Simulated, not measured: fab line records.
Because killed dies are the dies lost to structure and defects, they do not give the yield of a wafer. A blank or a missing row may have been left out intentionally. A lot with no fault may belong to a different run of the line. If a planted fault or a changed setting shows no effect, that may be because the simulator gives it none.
fab line records + flow sky130
[record]
- lots = 12
- wafers = 36
- lastDay = 50
route steps=708 shown NWELL@63 VT_ADJUST_LVTN@106 VT_ADJUST_HVTR@139 SONOS_TUNNEL@163 PAD_OPEN@708
lots untouched by any fault: they come from a run of this same line in which no faults occurred
startH: start of the lot's first displayed wafer, in hours after the record's first day + waitH: hours from the lot's prior step to this one + " unchanged from the row above + L1.1+2: several wafers, shown together as one row + - no value, or no start given + * or withheld: withheld + < > ~ a bound
route shown NAME@n: a module of which the file shows steps, and the number in the route of the first + usual: mean and standard deviation over wafers with no fault + same: alike in all rows + chamber/n: place in a boat + sites: the reading at each site + _std_site: standard deviation across them + _edge_site: outer sites' mean less inner sites' + radiusMm: for every site, how far away it sits from the centre of the wafer + mask NAME#n: copy n + behind: the most recent tool/chamber to have shaped the wafer + hold: why the lot went on hold/how many hours it stayed there/how the hold came to an end + device: the transistor (n, p or np) that didn't switch + end of line: tests run on the same wafers once the route is complete + step lacking rows: just its recipe + killed: the dies lost at the first sort to structure and to defects; this is not the yield of the wafer + map: dies across one wafer; x = killed, . = not, _ = none there
set.NAME: setting as actually run; set.NAME@STEP: the setting as run at that earlier step + model.NAME: the simulator's own value behind a step, which no gauge read
one table for each step of the route and one row for each wafer, over a sample of lots
services: when a tool's chamber went out of use (startH, in hours from the record's first day, below 0 if earlier), for how many hours, and the reason
[[steps]]
[step SKY_NWELL_OVL_MEAS_10]
[usual]
- NWELL_00_OVL = -0.9/1.5
| lot.wafer | tool       | chamber | startH | waitH | NWELL_00_OVL[nm] |
|-----------|------------|---------|--------|-------|------------------|
| L983.2    | overlay-01 | -       | 99.02  | -     | 0.8              |
| L983.3    | "          | -       | "      | "     | 0.0              |
| L983.4    | "          | -       | "      | "     | -0.1             |
| L985.1    | overlay-01 | -       | 112.92 | -     | 0.6              |
| L985.5    | "          | -       | "      | "     | 0.5              |
| L985.6    | "          | -       | "      | "     | -0.3             |
| L986.3    | overlay-02 | -       | 119.60 | -     | -2.9             |
| L986.4    | "          | -       | "      | "     | -0.3             |
| L986.5    | "          | -       | "      | "     | -3.4             |
| L987.3    | overlay-01 | -       | 124.10 | -     | -0.8             |
| L987.4    | "          | -       | "      | "     | -1.4             |
| L987.5    | "          | -       | "      | "     | -2.2             |
| L988.1    | overlay-02 | -       | 127.24 | -     | -2.6             |
| L988.3    | "          | -       | "      | "     | -1.9             |
| L988.5    | "          | -       | "      | "     | -3.3             |
| L992.2    | overlay-01 | -       | 148.99 | -     | -1.2             |
| L992.3    | "          | -       | "      | "     | 0.5              |
| L992.5    | "          | -       | "      | "     | -0.5             |
| L994.2    | overlay-02 | -       | 161.29 | -     | -0.8             |
| L994.3    | "          | -       | "      | "     | -1.5             |
| L994.5    | "          | -       | "      | "     | -1.7             |
| L995.2    | overlay-02 | -       | 165.19 | -     | -1.1             |
| L995.5    | "          | -       | "      | "     | 0.2              |
| L995.6    | "          | -       | "      | "     | -1.3             |
| L997.2    | overlay-01 | -       | 179.84 | -     | 1.2              |
| L997.4    | "          | -       | "      | "     | 1.5              |
| L997.6    | "          | -       | "      | "     | 0.8              |
| L100.1    | overlay-02 | -       | 209.48 | -     | -1.9             |
| L100.2    | "          | -       | "      | "     | -3.5             |
| L100.6    | "          | -       | "      | "     | -1.8             |
| L103.2    | overlay-01 | -       | 218.94 | -     | -2.4             |
| L103.3    | "          | -       | "      | "     | -0.3             |
| L103.4    | "          | -       | "      | "     | -1.9             |
| L104.4    | overlay-02 | -       | 225.30 | -     | -3.4             |
| L104.5    | "          | -       | "      | "     | -0.7             |
| L104.6    | "          | -       | "      | "     | -2.9             |
[step SKY_VT_ADJUST_LVTN_STRIP_09]
[recipe]
- chemistry = O2/N2
- powerW = 1400
- pressureMtorr = 1500
- platenTempC = withheld
- o2FlowSccm = 3000
- n2FlowSccm = 300
- overashFraction = 0.5
[usual]
- drypumpMotorCurrentA = 5.9/0.38
- oesProductAu = 0.722/0.0045
- stripTimeToEndpointS = 36.92/0.12
| lot.wafer | tool           | chamber | startH | waitH | drypumpMotorCurrentA | oesProductAu | rfHoursCounterH | stripTimeToEndpointS |
|-----------|----------------|---------|--------|-------|----------------------|--------------|-----------------|----------------------|
| L983.2    | plasmaAsher-01 | 0       | 154.22 | 0.1   | 5.7                  | 0.723        | 51              | 37.14                |
| L983.3    | "              | 0       | "      | "     | 5.8                  | 0.719        | -               | 37.03                |
| L983.4    | "              | 1       | "      | "     | 6.6                  | 0.723        | -               | 37.04                |
| L985.1    | plasmaAsher-01 | 0       | 169.75 | 0.2   | 5.8                  | 0.716        | 52              | 36.99                |
| L985.5    | "              | 1       | "      | "     | 6.5                  | 0.720        | -               | 36.95                |
| L985.6    | "              | 0       | "      | "     | 5.7                  | 0.727        | -               | 36.97                |
| L986.3    | plasmaAsher-03 | 0       | 177.26 | 0.1   | 5.3                  | 0.726        | -               | 37.01                |
| L986.4    | "              | 1       | "      | "     | 5.7                  | 0.719        | -               | 37.05                |
| L986.5    | "              | 0       | "      | "     | 5.3                  | 0.723        | -               | 37.03                |
| L987.3    | plasmaAsher-03 | 1       | 183.96 | 0.1   | 5.7                  | 0.719        | -               | 36.60                |
| L987.4    | "              | 0       | "      | "     | 5.3                  | 0.730        | -               | 36.64                |
| L987.5    | "              | 1       | "      | "     | 5.7                  | 0.728        | -               | 36.74                |
| L988.1    | plasmaAsher-04 | 1       | 186.17 | 0.1   | 6.1                  | 0.718        | 37              | 36.73                |
| L988.3    | "              | 1       | "      | "     | 6.1                  | 0.715        | -               | 36.69                |
| L988.5    | "              | 1       | "      | "     | 6.1                  | 0.721        | -               | 36.85                |
| L992.2    | plasmaAsher-03 | 0       | 212.25 | 0.1   | 5.3                  | 0.735        | 57              | 37.02                |
| L992.3    | "              | 1       | "      | "     | 5.7                  | 0.717        | -               | 37.01                |
| L992.5    | "              | 0       | "      | "     | 5.3                  | 0.727        | -               | 36.96                |
| L994.2    | plasmaAsher-03 | 1       | 227.18 | 0.1   | 5.8                  | 0.724        | 58              | 36.78                |
| L994.3    | "              | 0       | "      | "     | 5.3                  | 0.724        | -               | 36.83                |
| L994.5    | "              | 0       | "      | "     | 5.3                  | 0.716        | -               | 36.87                |
| L995.2    | plasmaAsher-01 | 0       | 230.27 | 0.1   | 5.7                  | 0.720        | 58              | 36.91                |
| L995.5    | "              | 0       | "      | "     | 5.7                  | 0.724        | -               | 36.91                |
| L995.6    | "              | 1       | "      | "     | 6.5                  | 0.725        | -               | 36.81                |
| L997.2    | plasmaAsher-01 | 1       | 247.43 | 0.1   | 6.6                  | 0.714        | 60              | 36.81                |
| L997.4    | "              | 1       | "      | "     | 6.6                  | 0.723        | -               | 36.79                |
| L997.6    | "              | 1       | "      | "     | 6.6                  | 0.723        | -               | 36.73                |
| L100.1    | plasmaAsher-04 | 0       | 280.00 | 0.1   | 5.7                  | 0.723        | 47              | 36.90                |
| L100.2    | "              | 1       | "      | "     | 6.1                  | 0.721        | 47              | 36.97                |
| L100.6    | "              | 1       | "      | "     | 6.1                  | 0.719        | -               | 37.01                |
| L103.2    | plasmaAsher-03 | 1       | 291.42 | 0.1   | 5.7                  | 0.719        | 65              | 37.06                |
| L103.3    | "              | 1       | "      | "     | 5.8                  | 0.727        | -               | 37.05                |
| L103.4    | "              | 0       | "      | "     | 5.3                  | 0.721        | -               | 37.08                |
| L104.4    | plasmaAsher-03 | 0       | 300.26 | 0.1   | 5.3                  | 0.719        | -               | 37.13                |
| L104.5    | "              | 0       | "      | "     | 5.3                  | 0.723        | -               | 36.98                |
| L104.6    | "              | 1       | "      | "     | 5.7                  | 0.715        | -               | 37.12                |
[step SKY_VT_ADJUST_HVTR_OVL_MEAS_08]
[usual]
- VT_ADJUST_HVTR_OVL = -0.7/1.2
| lot.wafer | tool       | chamber | startH | waitH | VT_ADJUST_HVTR_OVL[nm] |
|-----------|------------|---------|--------|-------|------------------------|
| L983.2    | overlay-01 | -       | 216.71 | 0.1   | 0.3                    |
| L983.3    | "          | -       | "      | "     | -0.3                   |
| L983.4    | "          | -       | "      | "     | -0.8                   |
| L985.1    | overlay-02 | -       | 234.71 | 0.1   | -0.2                   |
| L985.5    | "          | -       | "      | "     | -1.6                   |
| L985.6    | "          | -       | "      | "     | -1.3                   |
| L986.3    | overlay-01 | -       | 241.82 | 0.1   | -1.8                   |
| L986.4    | "          | -       | "      | "     | -1.3                   |
| L986.5    | "          | -       | "      | "     | -0.9                   |
| L987.3    | overlay-02 | -       | 251.12 | 0.1   | -1.2                   |
| L987.4    | "          | -       | "      | "     | -1.8                   |
| L987.5    | "          | -       | "      | "     | 0.0                    |
| L988.1    | overlay-01 | -       | 253.00 | 0.1   | -1.7                   |
| L988.3    | "          | -       | "      | "     | -0.7                   |
| L988.5    | "          | -       | "      | "     | -2.1                   |
| L992.2    | overlay-02 | -       | 282.71 | 0.1   | -0.8                   |
| L992.3    | "          | -       | "      | "     | -0.1                   |
| L992.5    | "          | -       | "      | "     | -1.1                   |
| L994.2    | overlay-02 | -       | 300.41 | 0.1   | -2.7                   |
| L994.3    | "          | -       | "      | "     | -0.3                   |
| L994.5    | "          | -       | "      | "     | -2.6                   |
| L995.2    | overlay-01 | -       | 303.01 | 0.1   | -1.2                   |
| L995.5    | "          | -       | "      | "     | -2.2                   |
| L995.6    | "          | -       | "      | "     | -2.2                   |
| L997.2    | overlay-01 | -       | 322.49 | 0.1   | -0.3                   |
| L997.4    | "          | -       | "      | "     | 0.9                    |
| L997.6    | "          | -       | "      | "     | -2.1                   |
| L100.1    | overlay-01 | -       | 359.21 | 0.1   | 0.8                    |
| L100.2    | "          | -       | "      | "     | -0.9                   |
| L100.6    | "          | -       | "      | "     | -2.1                   |
| L103.2    | overlay-01 | -       | 372.89 | 0.1   | 0.0                    |
| L103.3    | "          | -       | "      | "     | -1.5                   |
| L103.4    | "          | -       | "      | "     | -0.6                   |
| L104.4    | overlay-01 | -       | 382.87 | 0.1   | -1.4                   |
| L104.5    | "          | -       | "      | "     | 0.2                    |
| L104.6    | "          | -       | "      | "     | -1.6                   |
[step SKY_SONOS_TUNNEL_IMPLANT_09]
[recipe]
- species = B
- energyKev = 20
- doseCm2 = 1e+12
- tiltDeg = withheld
[usual]
- beamEnergyKeV = 20.000/0.0061
- doseIonsCm2 = 9.998e+11/1.3e+09
- faradayCurrentUA = 5.64/0.11
| lot.wafer | tool         | chamber | startH | waitH | beamEnergyKeV | doseIonsCm2 | faradayCurrentUA |
|-----------|--------------|---------|--------|-------|---------------|-------------|------------------|
| L983.2    | implanter-03 | 0       | 264.07 | 0.1   | 19.997        | 1.0012e+12  | 5.72             |
| L983.3    | "            | 0       | "      | "     | 19.998        | 1.0012e+12  | 5.60             |
| L983.4    | "            | 0       | "      | "     | 20.003        | 1.0015e+12  | 5.96             |
| L985.1    | implanter-01 | 0       | 283.09 | 0.0   | 19.991        | 9.973e+11   | 5.69             |
| L985.5    | "            | 0       | "      | "     | 19.992        | 9.984e+11   | 5.62             |
| L985.6    | "            | 0       | "      | "     | 20.001        | 9.986e+11   | 5.63             |
| L986.3    | implanter-01 | 0       | 289.80 | 0.1   | 19.999        | 1.0006e+12  | 5.58             |
| L986.4    | "            | 0       | "      | "     | 19.996        | 1.0003e+12  | 5.56             |
| L986.5    | "            | 0       | "      | "     | 19.996        | 9.996e+11   | 5.59             |
| L987.3    | implanter-03 | 0       | 301.50 | 0.1   | 20.002        | 9.99e+11    | 5.67             |
| L987.4    | "            | 0       | "      | "     | 19.995        | 9.993e+11   | 5.65             |
| L987.5    | "            | 0       | "      | "     | 19.999        | 9.979e+11   | 5.69             |
| L988.1    | implanter-03 | 0       | 302.64 | 0.0   | 20.004        | 9.991e+11   | 5.65             |
| L988.3    | "            | 0       | "      | "     | 20.006        | 9.989e+11   | 5.63             |
| L988.5    | "            | 0       | "      | "     | 20.001        | 9.98e+11    | 5.62             |
| L992.2    | implanter-03 | 0       | 335.52 | 0.0   | 20.004        | 1.0004e+12  | 5.57             |
| L992.3    | "            | 0       | "      | "     | 20.005        | 9.974e+11   | 5.78             |
| L992.5    | "            | 0       | "      | "     | 19.991        | 9.996e+11   | 5.95             |
| L994.2    | implanter-01 | 0       | 355.38 | 0.0   | 20.005        | 1.0001e+12  | 5.49             |
| L994.3    | "            | 0       | "      | "     | 20.004        | 9.98e+11    | 5.69             |
| L994.5    | "            | 0       | "      | "     | 19.996        | 9.979e+11   | 5.74             |
| L995.2    | implanter-03 | 0       | 357.32 | 0.0   | 20.003        | 3.384e+11   | 1.90             |
| L995.5    | "            | 0       | "      | "     | 19.998        | 3.393e+11   | 1.95             |
| L995.6    | "            | 0       | "      | "     | 19.996        | 3.396e+11   | 1.89             |
| L997.2    | implanter-03 | 0       | 377.72 | 0.0   | 20.007        | 3.378e+11   | 1.92             |
| L997.4    | "            | 0       | "      | "     | 19.999        | 3.396e+11   | 1.91             |
| L997.6    | "            | 0       | "      | "     | 20.000        | 3.393e+11   | 1.94             |
| L100.1    | implanter-04 | 0       | 420.09 | 0.0   | 19.998        | 1.0005e+12  | 5.65             |
| L100.2    | "            | 0       | "      | "     | 19.989        | 9.985e+11   | 5.64             |
| L100.6    | "            | 0       | "      | "     | 19.993        | 9.983e+11   | 5.57             |
| L103.2    | implanter-01 | 0       | 434.97 | 0.0   | 19.996        | 9.994e+11   | 5.79             |
| L103.3    | "            | 0       | "      | "     | 19.994        | 1.0015e+12  | 5.63             |
| L103.4    | "            | 0       | "      | "     | 20.002        | 9.996e+11   | 5.52             |
| L104.4    | implanter-03 | 0       | 443.42 | 0.1   | 20.000        | 1.0007e+12  | 5.86             |
| L104.5    | "            | 0       | "      | "     | 20.002        | 1.0029e+12  | 5.57             |
| L104.6    | "            | 0       | "      | "     | 19.997        | 1.0017e+12  | 5.43             |
[step SKY_SONOS_TUNNEL_TW_MEAS_12]
[usual]
- SONOS_TUNNEL_TW = 197.7/0.99
| lot.wafer | tool         | chamber | startH | waitH | SONOS_TUNNEL_TW |
|-----------|--------------|---------|--------|-------|-----------------|
| L983.2    | filmMetro-03 | -       | 264.50 | 0.0   | 195.6           |
| L983.3    | "            | -       | "      | "     | 196.7           |
| L983.4    | "            | -       | "      | "     | 195.3           |
| L985.1    | filmMetro-02 | -       | 283.50 | 0.0   | 198.3           |
| L985.5    | "            | -       | "      | "     | 198.0           |
| L985.6    | "            | -       | "      | "     | 198.5           |
| L986.3    | filmMetro-03 | -       | 290.18 | 0.0   | 198.8           |
| L986.4    | "            | -       | "      | "     | 198.5           |
| L986.5    | "            | -       | "      | "     | 197.3           |
| L987.3    | filmMetro-03 | -       | 301.88 | 0.0   | 198.2           |
| L987.4    | "            | -       | "      | "     | 197.9           |
| L987.5    | "            | -       | "      | "     | 198.9           |
| L988.1    | filmMetro-03 | -       | 303.07 | 0.0   | 200.0           |
| L988.3    | "            | -       | "      | "     | 198.7           |
| L988.5    | "            | -       | "      | "     | 198.5           |
| L992.2    | filmMetro-04 | -       | 336.09 | 0.0   | 198.1           |
| L992.3    | "            | -       | "      | "     | 196.8           |
| L992.5    | "            | -       | "      | "     | 196.6           |
| L994.2    | filmMetro-02 | -       | 355.80 | 0.0   | 197.7           |
| L994.3    | "            | -       | "      | "     | 199.5           |
| L994.5    | "            | -       | "      | "     | 197.5           |
| L995.2    | filmMetro-04 | -       | 357.74 | 0.0   | 147.7           |
| L995.5    | "            | -       | "      | "     | 147.1           |
| L995.6    | "            | -       | "      | "     | 146.8           |
| L997.2    | filmMetro-02 | -       | 378.12 | 0.0   | 146.0           |
| L997.4    | "            | -       | "      | "     | 146.3           |
| L997.6    | "            | -       | "      | "     | 146.6           |
| L100.1    | filmMetro-02 | -       | 420.50 | 0.0   | 197.7           |
| L100.2    | "            | -       | "      | "     | 198.7           |
| L100.6    | "            | -       | "      | "     | 198.2           |
| L103.2    | filmMetro-03 | -       | 435.36 | 0.0   | 196.7           |
| L103.3    | "            | -       | "      | "     | 198.8           |
| L103.4    | "            | -       | "      | "     | 198.6           |
| L104.4    | filmMetro-02 | -       | 443.79 | 0.0   | 197.2           |
| L104.5    | "            | -       | "      | "     | 197.1           |
| L104.6    | "            | -       | "      | "     | 196.4           |
[step SKY_PAD_OPEN_PROBE_99]
[usual]
- killed_at_M0_to_M3 = 43/6.9
- killed_at_M4_up = 3.1/1.9
- killedAtContacts = 24/5.4
- killedAtFrontEnd = 14/4.3
- killedAtOther = 0.3/0.53
- killedDies = 84/9.5
- killedOpen = 46/6.8
- killedShort = 38/6
[same]
- grossDies = 492
- killedAtBackSide = 0
| lot.wafer | tool      | chamber | startH  | waitH | killed_at_M0_to_M3 | killed_at_M4_up | killedAtContacts | killedAtFrontEnd | killedAtOther | killedDies | killedOpen | killedShort |
|-----------|-----------|---------|---------|-------|--------------------|-----------------|------------------|------------------|---------------|------------|------------|-------------|
| L983.2    | prober-02 | -       | 1086.22 | 0.1   | 51                 | 4               | 28               | 13               | 2             | 98         | 57         | 41          |
| L983.3    | prober-02 | -       | 1086.27 | 0.2   | 36                 | 7               | 26               | 14               | 0             | 83         | 43         | 40          |
| L983.4    | prober-02 | -       | 1086.32 | 0.2   | 32                 | 6               | 31               | 9                | 0             | 78         | 42         | 36          |
| L985.1    | prober-01 | -       | 1099.30 | 0.1   | 41                 | 4               | 18               | 17               | 2             | 82         | 43         | 38          |
| L985.5    | prober-01 | -       | 1099.50 | 0.2   | 39                 | 1               | 20               | 17               | 0             | 77         | 38         | 37          |
| L985.6    | prober-01 | -       | 1099.55 | 0.2   | 46                 | 6               | 30               | 23               | 0             | 105        | 61         | 44          |
| L986.3    | prober-02 | -       | 1111.45 | 0.2   | 44                 | 4               | 22               | 11               | 0             | 81         | 44         | 37          |
| L986.4    | prober-02 | -       | 1111.50 | 0.2   | 45                 | 5               | 13               | 10               | 0             | 73         | 34         | 39          |
| L986.5    | prober-02 | -       | 1111.55 | 0.2   | 51                 | 2               | 17               | 13               | 0             | 83         | 44         | 39          |
| L992.2    | prober-01 | -       | 1140.86 | 0.1   | 51                 | 2               | 24               | 7                | 0             | 84         | 47         | 37          |
| L992.3    | prober-01 | -       | 1140.91 | 0.2   | 38                 | 2               | 28               | 17               | 1             | 86         | 47         | 38          |
| L992.5    | prober-01 | -       | 1141.01 | 0.2   | 54                 | 2               | 26               | 9                | 0             | 91         | 54         | 37          |
| L994.2    | prober-01 | -       | 1157.19 | 0.1   | 38                 | 0               | 20               | 12               | 0             | 70         | 42         | 27          |
| L994.3    | prober-01 | -       | 1157.24 | 0.2   | 43                 | 2               | 27               | 24               | 0             | 96         | 56         | 40          |
| L994.5    | prober-01 | -       | 1157.34 | 0.2   | 47                 | 5               | 22               | 13               | 0             | 87         | 50         | 36          |
| L995.2    | prober-01 | -       | 1171.77 | 0.1   | 42                 | 5               | 22               | 11               | 0             | 80         | 49         | 31          |
| L995.5    | prober-01 | -       | 1171.92 | 0.2   | 33                 | 2               | 20               | 12               | 0             | 67         | 31         | 36          |
| L995.6    | prober-01 | -       | 1171.97 | 0.2   | 59                 | 2               | 29               | 11               | 0             | 101        | 56         | 45          |
| L100.1    | prober-01 | -       | 1194.86 | 0.1   | 37                 | 2               | 23               | 14               | 0             | 76         | 48         | 28          |
| L100.2    | prober-01 | -       | 1194.91 | 0.1   | 43                 | 3               | 30               | 14               | 0             | 90         | 52         | 37          |
| L100.6    | prober-01 | -       | 1195.11 | 0.2   | 47                 | 0               | 28               | 16               | 0             | 91         | 49         | 42          |
// killed by level:class
L983.2 VIA1:geometricParticle:open=14 LI_CONTACT:geometricParticle:open=11 VIA3:geometricParticle:open=11 FIELD_ISO:geometricParticle:short=6 VIA2:geometricParticle:open=6 CONTACT:geometricParticle:short=5 CONTACT:geometricParticle:open=5 VIA1:geometricParticle:short=5
L983.3 VIA1:geometricParticle:open=9 LOCAL_INTERCONNECT:geometricParticle:short=9 VIA3:geometricParticle:open=8 FIELD_ISO:geometricParticle:open=7 LI_CONTACT:geometricParticle:open=7 METAL4:geometricParticle:short=7 CONTACT:geometricParticle:open=5 LI_CONTACT:geometricParticle:short=4
L983.4 CONTACT:geometricParticle:open=11 LOCAL_INTERCONNECT:geometricParticle:short=8 VIA3:geometricParticle:open=7 METAL3:geometricParticle:short=6 LI_CONTACT:geometricParticle:open=5 VIA1:geometricParticle:open=5 METAL1:geometricParticle:short=4 FIELD_ISO:geometricParticle:open=3
L985.1 VIA1:geometricParticle:open=9 CONTACT:geometricParticle:open=7 METAL3:geometricParticle:short=6 VIA3:geometricParticle:open=6 POLY_GATE:geometricParticle:open=5 VIA1:geometricParticle:short=5 FIELD_ISO:geometricParticle:short=4 SPACER:geometricParticle:short=4
L985.5 VIA1:geometricParticle:open=10 CONTACT:geometricParticle:open=9 LOCAL_INTERCONNECT:geometricParticle:short=7 VIA2:geometricParticle:short=5 FIELD_ISO:geometricParticle:short=4 METAL1:geometricParticle:short=4 VIA2:geometricParticle:open=4 SPACER:geometricParticle:short=3
L985.6 CONTACT:geometricParticle:open=16 VIA1:geometricParticle:open=11 VIA2:geometricParticle:open=7 POLY_GATE:geometricParticle:open=6 LI_CONTACT:geometricParticle:open=6 METAL1:geometricParticle:short=6 POLY_GATE:geometricParticle:short=5 VIA1:geometricParticle:short=5
L986.3 CONTACT:geometricParticle:open=11 VIA1:geometricParticle:open=10 VIA2:geometricParticle:open=7 VIA1:geometricParticle:short=5 METAL2:geometricParticle:short=5 FIELD_ISO:geometricParticle:short=4 VIA3:geometricParticle:open=4 LOCAL_INTERCONNECT:geometricParticle:short=4
L986.4 VIA1:geometricParticle:open=10 VIA3:geometricParticle:open=8 METAL2:geometricParticle:short=6 METAL4:geometricParticle:short=5 LI_CONTACT:geometricParticle:open=5 VIA2:geometricParticle:short=5 CONTACT:geometricParticle:open=4 METAL1:geometricParticle:short=4
L986.5 VIA1:geometricParticle:open=12 VIA2:geometricParticle:open=9 CONTACT:geometricParticle:open=8 METAL1:geometricParticle:short=6 VIA1:geometricParticle:short=6 VIA3:geometricParticle:open=6 FIELD_ISO:geometricParticle:short=5 LI_CONTACT:geometricParticle:open=4
L992.2 VIA1:geometricParticle:open=15 CONTACT:geometricParticle:open=9 VIA2:geometricParticle:open=9 CONTACT:geometricParticle:short=9 LI_CONTACT:geometricParticle:open=5 METAL1:geometricParticle:short=5 METAL2:geometricParticle:short=5 VIA1:geometricParticle:short=4
L992.3 LI_CONTACT:geometricParticle:open=10 VIA2:geometricParticle:open=10 VIA1:geometricParticle:open=8 CONTACT:geometricParticle:open=7 CONTACT:geometricParticle:short=6 VIA1:geometricParticle:short=6 FIELD_ISO:geometricParticle:short=5 POLY_GATE:geometricParticle:short=4
L992.5 VIA1:geometricParticle:open=18 CONTACT:geometricParticle:open=9 VIA3:geometricParticle:open=8 METAL2:geometricParticle:short=7 LI_CONTACT:geometricParticle:short=6 VIA2:geometricParticle:open=6 LI_CONTACT:geometricParticle:open=5 METAL1:geometricParticle:short=5
L994.2 VIA1:geometricParticle:open=9 VIA3:geometricParticle:open=8 CONTACT:geometricParticle:open=7 LI_CONTACT:geometricParticle:open=6 METAL2:geometricParticle:short=4 POLY_GATE:geometricParticle:short=4 METAL1:geometricParticle:short=4 METAL2:geometricParticle:open=4
L994.3 VIA1:geometricParticle:open=10 CONTACT:geometricParticle:open=9 VIA3:geometricParticle:open=8 FIELD_ISO:geometricParticle:open=7 FIELD_ISO:geometricParticle:short=7 VIA2:geometricParticle:open=7 LOCAL_INTERCONNECT:geometricParticle:short=7 LI_CONTACT:geometricParticle:open=6
L994.5 VIA3:geometricParticle:open=10 LI_CONTACT:geometricParticle:open=9 VIA1:geometricParticle:open=7 FIELD_ISO:geometricParticle:open=6 CONTACT:geometricParticle:open=6 VIA1:geometricParticle:short=6 VIA2:geometricParticle:open=6 METAL1:geometricParticle:short=5
L995.2 VIA1:geometricParticle:open=11 CONTACT:geometricParticle:open=9 LI_CONTACT:geometricParticle:open=8 VIA3:geometricParticle:open=8 VIA3:geometricParticle:short=5 POLY_GATE:geometricParticle:short=4 VIA2:geometricParticle:open=4 METAL4:geometricParticle:short=4
L995.5 METAL2:geometricParticle:short=8 CONTACT:geometricParticle:open=8 VIA1:geometricParticle:open=7 METAL1:geometricParticle:short=6 FIELD_ISO:geometricParticle:short=5 LI_CONTACT:geometricParticle:open=4 LOCAL_INTERCONNECT:geometricParticle:short=4 VIA2:geometricParticle:open=4
L995.6 VIA1:geometricParticle:open=17 CONTACT:geometricParticle:open=11 METAL1:geometricParticle:short=9 VIA2:geometricParticle:open=7 VIA3:geometricParticle:open=7 LI_CONTACT:geometricParticle:open=6 METAL2:geometricParticle:short=6 CONTACT:geometricParticle:short=5
L100.1 CONTACT:geometricParticle:open=13 VIA1:geometricParticle:open=8 VIA2:geometricParticle:open=6 LI_CONTACT:geometricParticle:open=5 METAL1:geometricParticle:short=5 VIA1:geometricParticle:short=5 CONTACT:geometricParticle:short=4 VIA3:geometricParticle:open=4
L100.2 CONTACT:geometricParticle:open=17 LI_CONTACT:geometricParticle:open=7 VIA1:geometricParticle:short=7 VIA1:geometricParticle:open=6 VIA2:geometricParticle:open=5 VIA3:geometricParticle:open=5 METAL3:geometricParticle:short=4 METAL2:geometricParticle:short=4
L100.6 VIA2:geometricParticle:open=9 LI_CONTACT:geometricParticle:open=9 VIA1:geometricParticle:open=8 CONTACT:geometricParticle:short=7 CONTACT:geometricParticle:open=6 VIA2:geometricParticle:short=5 VIA1:geometricParticle:short=5 FIELD_ISO:geometricParticle:short=4
[[services]]
| tool           | chamber | startH | hours | kind      |
|----------------|---------|--------|-------|-----------|
| implanter-04   | -       | 182.92 | 1.8   | repair    |
| plasmaAsher-01 | -       | 221.07 | 2.8   | pm        |
| implanter-03   | -       | 236.82 | 2.7   | repair    |
| implanter-01   | -       | 237.92 | 2.5   | repair    |
| implanter-04   | -       | 239.93 | 2.9   | repair    |
| implanter-04   | -       | 242.80 | 3.0   | pm        |
| implanter-01   | -       | 262.49 | 2.2   | repair    |
| implanter-03   | -       | 268.53 | 4.8   | pm        |
| implanter-01   | -       | 273.31 | 4.9   | pm        |
| implanter-03   | -       | 280.69 | 1.9   | repair    |
| implanter-04   | -       | 290.65 | 8.6   | repair    |
| implanter-01   | -       | 307.40 | 3.8   | repair    |
| implanter-03   | -       | 328.04 | 3.9   | repair    |
| implanter-03   | -       | 348.72 | 3.0   | repair    |
| plasmaAsher-01 | -       | 355.25 | 16.6  | repair    |
| plasmaAsher-01 | -       | 366.61 | 1.0   | repair    |
| implanter-03   | -       | 378.26 | 2.2   | repair    |
| implanter-04   | -       | 386.37 | 5.1   | repair    |
| implanter-01   | -       | 386.39 | 18.3  | repair    |
| implanter-04   | -       | 420.82 | 5.7   | repair    |
| plasmaAsher-03 | -       | 421.25 | 9.0   | pm        |
| plasmaAsher-03 | 0       | 421.25 | 9.0   | ventCycle |
| plasmaAsher-01 | -       | 435.12 | 40.8  | repair    |
| implanter-04   | -       | 438.17 | 0.6   | repair    |
[[key]]
[firstSign]
- step = SKY_SONOS_TUNNEL_IMPLANT_09
- reading = doseIonsCm2
- direction = down
- sigmas = 99+
- usual = *
- struck = *
[effect]
- step = SKY_SONOS_TUNNEL_IMPLANT_09
- reading = faradayCurrentUA
- direction = down
- sigmas = 34
- usual = 5.64
- struck = 1.92
[effect]
- step = SKY_SONOS_TUNNEL_TW_MEAS_12
- reading = SONOS_TUNNEL_TW
- direction = down
- sigmas = 51
- usual = 197.7
- struck = 146.7
metAt SKY_SONOS_TUNNEL_IMPLANT_09
struckLots L995,L997
testerLeftOut L995,L997
notActingAt SKY_NWELL_OVL_MEAS_10,SKY_VT_ADJUST_LVTN_STRIP_09,SKY_VT_ADJUST_HVTR_OVL_MEAS_08
onsetBetween 335.52 357.32
[fault]
- kind = processParameterDrift
- tool = implanter-03
- chamber = -
- onsetH = 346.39
- steps = SKY_SONOS_TUNNEL_IMPLANT_09
- channel = doseCm2
- offset = *
- shape = step
- endH = 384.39
- actsIn = *
- stated = *
// testerLeftOut: of these lots the tester's yield and bins aren't shown, on N5 and GAA mostly nor the transistor test; their killed dies are dies lost to structure and defects alone, not to doping, threshold or leakage, so they don't give the yield
